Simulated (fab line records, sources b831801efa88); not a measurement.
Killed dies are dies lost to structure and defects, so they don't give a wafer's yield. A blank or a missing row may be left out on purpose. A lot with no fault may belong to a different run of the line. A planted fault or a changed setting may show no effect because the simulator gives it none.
Split-lot experiment / flow gf180mcu / 5 lots, 23 wafers read, on a route of 602 steps

## ON THE SPLIT
At GF_M5_PEB_05 (peb time 90 s), the setting peb temp c was moved away from the recipe's 135 C on 11 of the 23 wafers read, by -2.2% to +2.1%. The other wafers ran this setting at the recipe's value.

## SPLIT TO READING: what lies between them in the file, 1 step
- GF_M5_DEVELOP_06: develop time 60 s

## THE READING
cd nm (nm) at GF_M5_CD_MEAS_07, where the cd target is 280 nm. A value of 279.8 nm with a standard deviation of 1.3 nm is what fault-free wafers of this fab line usually give.

wafer=L077.4; tool, chamber at the split=litho track-04, 0; peb temp c as run, C=135; against the recipe=recipe; cd nm, nm=280.8; against lot-mates on the recipe=-
wafer=L077.5; tool, chamber at the split=litho track-04, 0; peb temp c as run, C=135; against the recipe=recipe; cd nm, nm=281.5; against lot-mates on the recipe=-
wafer=L077.6; tool, chamber at the split=litho track-04, 0; peb temp c as run, C=135; against the recipe=recipe; cd nm, nm=280.7; against lot-mates on the recipe=-
wafer=L081.1; tool, chamber at the split=litho track-01, 0; peb temp c as run, C=133; against the recipe=-1.5%; cd nm, nm=285.4; against lot-mates on the recipe=+5.2
wafer=L081.2; tool, chamber at the split=litho track-01, 0; peb temp c as run, C=135; against the recipe=recipe; cd nm, nm=281.4; against lot-mates on the recipe=-
wafer=L081.3; tool, chamber at the split=litho track-01, 0; peb temp c as run, C=133; against the recipe=-1.5%; cd nm, nm=285.3; against lot-mates on the recipe=+5.2
wafer=L081.5; tool, chamber at the split=litho track-01, 0; peb temp c as run, C=135; against the recipe=recipe; cd nm, nm=278.9; against lot-mates on the recipe=-
wafer=L081.6; tool, chamber at the split=litho track-01, 0; peb temp c as run, C=133; against the recipe=-1.5%; cd nm, nm=285.7; against lot-mates on the recipe=+5.6
wafer=L080.1; tool, chamber at the split=litho track-03, 0; peb temp c as run, C=135; against the recipe=recipe; cd nm, nm=276.8; against lot-mates on the recipe=-
wafer=L080.2; tool, chamber at the split=litho track-03, 0; peb temp c as run, C=137.8; against the recipe=+2.1%; cd nm, nm=270.0; against lot-mates on the recipe=-8.1
wafer=L080.3; tool, chamber at the split=litho track-03, 0; peb temp c as run, C=137.8; against the recipe=+2.1%; cd nm, nm=270.2; against lot-mates on the recipe=-7.9
wafer=L080.4; tool, chamber at the split=litho track-03, 0; peb temp c as run, C=135; against the recipe=recipe; cd nm, nm=279.3; against lot-mates on the recipe=-
wafer=L080.6; tool, chamber at the split=litho track-03, 0; peb temp c as run, C=137.8; against the recipe=+2.1%; cd nm, nm=273.7; against lot-mates on the recipe=-4.4
wafer=L083.1; tool, chamber at the split=litho track-01, 0; peb temp c as run, C=135; against the recipe=recipe; cd nm, nm=279.7; against lot-mates on the recipe=-
wafer=L083.2; tool, chamber at the split=litho track-01, 0; peb temp c as run, C=135; against the recipe=recipe; cd nm, nm=278.8; against lot-mates on the recipe=-
wafer=L083.3; tool, chamber at the split=litho track-01, 0; peb temp c as run, C=135; against the recipe=recipe; cd nm, nm=280.5; against lot-mates on the recipe=-
wafer=L083.4; tool, chamber at the split=litho track-01, 0; peb temp c as run, C=133.1; against the recipe=-1.4%; cd nm, nm=286.7; against lot-mates on the recipe=+7.0
wafer=L083.5; tool, chamber at the split=litho track-01, 0; peb temp c as run, C=133.1; against the recipe=-1.4%; cd nm, nm=284.9; against lot-mates on the recipe=+5.2
wafer=L084.1; tool, chamber at the split=litho track-04, 0; peb temp c as run, C=132; against the recipe=-2.2%; cd nm, nm=289.2; against lot-mates on the recipe=+8.8
wafer=L084.2; tool, chamber at the split=litho track-04, 0; peb temp c as run, C=135; against the recipe=recipe; cd nm, nm=281.5; against lot-mates on the recipe=-
wafer=L084.3; tool, chamber at the split=litho track-04, 0; peb temp c as run, C=132; against the recipe=-2.2%; cd nm, nm=289.3; against lot-mates on the recipe=+8.9
wafer=L084.4; tool, chamber at the split=litho track-04, 0; peb temp c as run, C=132; against the recipe=-2.2%; cd nm, nm=291.0; against lot-mates on the recipe=+10.6
wafer=L084.5; tool, chamber at the split=litho track-04, 0; peb temp c as run, C=135; against the recipe=recipe; cd nm, nm=279.2; against lot-mates on the recipe=-

FIT RESULTS
A straight line over all 23 wafers: cd nm changes by -4.21 nm for each +1% of peb temp c; r = -0.97; the points scatter about the line by 1.3 nm.
The same after taking each lot's own level away (the mean of its wafers on the recipe; 23 wafers): -3.75 nm for each +1%; r = -0.97; scatter 1.2 nm.
Per that fit: largest peb temp c move, reading shift of 8.3 nm.
The span of the lots' own levels, 278.05 to 281.00 nm, comes to 2.3 times the standard deviation stated above.
In other words, the slope is changed by the lot-to-lot level; the two fits disagree.
Check: with one of the wafers moved furthest among these (-2.2%) left out of the fit, the line predicts +8.63 nm for it against its lot-mates. Against them it came out at +8.85 nm.

## THE WHOLE CHAIN: every reading that the file lists as answering this split, in the file's order
step=GF_M5_CD_MEAS_07; what it does=target cd 280 nm; reading=cd nm; change (the file's fit)=-3.83 nm for each +1% of the setting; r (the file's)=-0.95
step=GF_M5_ETCH_09; what it does=etches Si3N4 in CF4/O2, target depth 52 nm, time 11.6 s; reading=M5.cd nm (the simulator's own value, which no gauge read); change (the file's fit)=-3.93 nm for each +1% of the setting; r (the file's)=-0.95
step=GF_M5_METAL_ETCH_10; what it does=etches the open film in Cl2/BCl3, stops on SiO2, target depth 627.5 nm, time 99.81 s; reading=M5.cd nm (the simulator's own value, which no gauge read); change (the file's fit)=-4.65 nm for each +1% of the setting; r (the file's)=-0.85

## FILE'S OWN FIT
cd nm changes by -3.83 nm for each +1% of peb temp c, r = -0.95.
